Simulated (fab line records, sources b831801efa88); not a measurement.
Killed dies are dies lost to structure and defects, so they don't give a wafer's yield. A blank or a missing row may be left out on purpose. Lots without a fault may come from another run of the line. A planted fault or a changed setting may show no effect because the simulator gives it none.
A struck lot beside a sound one | flow sky130 | 38 steps out of a route of 708
Sound: wafers L805.1, L805.2, L805.3. Struck: wafers L813.2, L813.4, L813.6. The cause comes at the end.
At each step with rows: each side's tool, then ch and its chambers, then its first start. Under that, the readings that differ: sound wafers | struck wafers | difference of the means | sigmas: that difference in standard deviations of wafers without a fault.
alike: readings whose means differ by less than 2 such deviations, and words and numbers that are the same on both sides. not compared: withheld readings, readings that some wafer has no value for, bounds like >300 that may hide the same value, and numbers for which the record gives no deviation and whose values overlap.
The two part at a step that has a row with sigmas, a row that says differs or no value, or rows on one side only. Numbers that don't overlap but have no deviation are shown without sigmas and don't part them. A reading that every wafer of one side lacks parts them only if that side has two wafers or more.

first, 10 steps without rows for these wafers: SKY_RES_PROTECT_DEHYDRATE_00 (time 60 s); SKY_RES_PROTECT_HMDS_01 (prime time 60 s); SKY_RES_PROTECT_COAT_02 (resist thk 1140 nm); SKY_RES_PROTECT_SOFTBAKE_03 (time 60 s); SKY_RES_PROTECT_EXPOSE_04 (exposes mask RPM, target cd 1270 nm); SKY_RES_PROTECT_PEB_05; SKY_RES_PROTECT_DEVELOP_06 (develop time 60 s); SKY_POLY_GATE_IMPLANT_02; SKY_RES_PROTECT_STRIP_07 (strips in O2/N2); SKY_RES_PROTECT_CLEAN_09 (cleans in SC1/SC2, time 150 s).
SKY_POLY_GATE_CVD_03: deposits Si3N4 from DCS/NH3, target thk 75 nm, time 1290 s.
  sound on lpcvd-02 ch 0, day 18 17:47; struck on lpcvd-02 ch 1, day 21 19:56
  reading                                     | sound             | struck            | difference | sigmas
  zone_power_centre_pct (%)                   | 13.9 13.5 13.7    | 14.9 14.7 14.6    | +1.0       | +2
  model.Si3N4_of_POLY_GATE_CVD_03.thk_nm (nm) | 75.57 75.55 75.95 | 53.32 53.76 53.43 | -22.19     |
  alike: spike_tc_bottom_C, zone_power_lower_pct
SKY_POLY_GATE_THK_MEAS_04:
  sound on film_metro-04, day 18 19:08; struck on film_metro-03, day 21 21:19
  reading                   | sound          | struck         | difference | sigmas
  POLY_GATE_CVD_03_THK (nm) | 75.6 75.5 75.9 | 53.3 53.8 53.4 | -22.2      | -40
then, 9 steps without rows for these wafers: SKY_POLY_GATE_DEHYDRATE_05 (time 60 s); SKY_POLY_GATE_HMDS_06 (prime time 60 s); SKY_POLY_GATE_COAT_07 (resist thk 110 nm); SKY_POLY_GATE_COAT_08 (resist thk 450 nm); SKY_POLY_GATE_SOFTBAKE_09 (time 90 s); SKY_POLY_GATE_EXPOSE_10 (exposes mask P1M, target cd 150 nm); SKY_POLY_GATE_PEB_11; SKY_POLY_GATE_DEVELOP_12 (develop time 60 s); SKY_POLY_GATE_ETCH_15 (etches BARC in N2/H2, stops on SiO2, time 118.5 s, target depth 110 nm).
SKY_POLY_GATE_ETCH_16: etches Si3N4 in CH3F/O2, stops on poly-Si, time 147.5 s, target depth 75 nm.
  sound on rie_diel-02 ch 1,2,3, day 20 03:00; struck on rie_diel-01 ch 1,2, day 23 03:40
  reading                  | sound             | struck            | difference | sigmas
  oes_product_au (a.u.)    | 0.639 0.638 0.646 | 0.563 0.573 0.574 | -0.071     | -14
  model.etch.depth_nm (nm) | 75.57 75.55 75.95 | 53.32 53.76 53.43 | -22.19     |
  alike: drypump_motor_current_A, rf_fwd_power_W, throttle_valve_pct
  not compared: rf_hours_counter_h
then, 13 steps without rows for these wafers: SKY_POLY_GATE_ETCH_17 (etches poly-Si in HBr/Cl2, stops on SiO2, target depth 180 nm, time 70.5 s); SKY_POLY_GATE_STRIP_18 (strips in O2/N2); SKY_POLY_GATE_CLEAN_19 (cleans in SC1/SC2, time 150 s); SKY_POLY_GATE_OXIDATION_20 (stabilise 600 s, purge 300 s, target thk 4 nm); SKY_LDD_N_DEHYDRATE_00 (time 60 s); SKY_LDD_N_HMDS_01 (prime time 60 s); SKY_LDD_N_COAT_02 (resist thk 300 nm); SKY_LDD_N_SOFTBAKE_03 (time 60 s); SKY_LDD_N_EXPOSE_04 (exposes mask NTM, target cd 840 nm); SKY_LDD_N_PEB_05; SKY_LDD_N_DEVELOP_06 (develop time 60 s); SKY_LDD_N_IMPLANT_08; SKY_LDD_N_IMPLANT_09.
-- the record jumps here: 6 days lie between the struck wafers' starts before and after (it left off in module LDD_N and takes up again in module LDD_LDN, whose first step shown is number 303 of the route) --
SKY_LDD_LDN_CLEAN_14: cleans in SC1/SC2, time 150 s.
  sound on wet_bench-01 ch 2, day 26 11:55; struck on wet_bench-01 ch 0, day 29 08:16
  reading                                     | sound             | struck            | difference | sigmas
  bath_guard_temp_C (C)                       | 69.1 69.2 68.7    | 70.6 70.6 70.9    | +1.7       | +2
  model.Si3N4_of_POLY_GATE_CVD_03.thk_nm (nm) | 75.43 75.41 75.82 | 53.18 53.62 53.29 | -22.19     |
SKY_POLY_CUT_ETCH_11: etches Si3N4 in CF4/CH2F2/Ar, stops on poly-Si, time 42.5 s, target depth 60 nm.
  sound on rie_diel-01 ch 1,2,3, day 27 18:25; struck on rie_diel-04 ch 1,2,3, day 30 14:11
  reading                              | sound             | struck            | difference | sigmas
  oes_product_au (a.u.)                | 0.834 0.832 0.834 | 0.696 0.699 0.698 | -0.136     | -26
  model.etch.depth_nm (nm)             | 62.28 62.39 62.9  | 44.01 44.12 44.03 | -18.47     |
  model.POLY_CUT.feature_depth_nm (nm) | 62.37 62.48 63    | 44.1 44.21 44.12  | -18.5      |
  alike: ch2f2_flow_sccm, drypump_motor_current_A, rf_fwd_power_W, throttle_valve_pct
  not compared: rf_hours_counter_h
-- the record jumps here: 20 days lie between the struck wafers' starts before and after (it left off in module POLY_CUT and takes up again in module PAD_OPEN, whose first step shown is number 708 of the route) --
SKY_PAD_OPEN_PROBE_99:
  sound on prober-01, day 48 04:34; struck on prober-01, day 50 03:22
  reading                       | sound             | struck            | difference | sigmas
  model.etest.licon_poly.rc_ohm | 152.5 150.3 151.8 | 155.2 173.6 159.2 | +11.1      |
  alike: killed_at_M0_to_M3, killed_at_M4_up, killed_at_contacts, killed_at_front_end, killed_at_other, killed_dies, killed_open, killed_short
  not compared: model.etest.cap_li_to_poly.c_af_um2

WHERE THEY PART
First at SKY_POLY_GATE_CVD_03; last, within this record, at SKY_POLY_CUT_ETCH_11. Later steps at which nothing parts them and some readings are alike: SKY_PAD_OPEN_PROBE_99.

WHY: what the simulator had put in
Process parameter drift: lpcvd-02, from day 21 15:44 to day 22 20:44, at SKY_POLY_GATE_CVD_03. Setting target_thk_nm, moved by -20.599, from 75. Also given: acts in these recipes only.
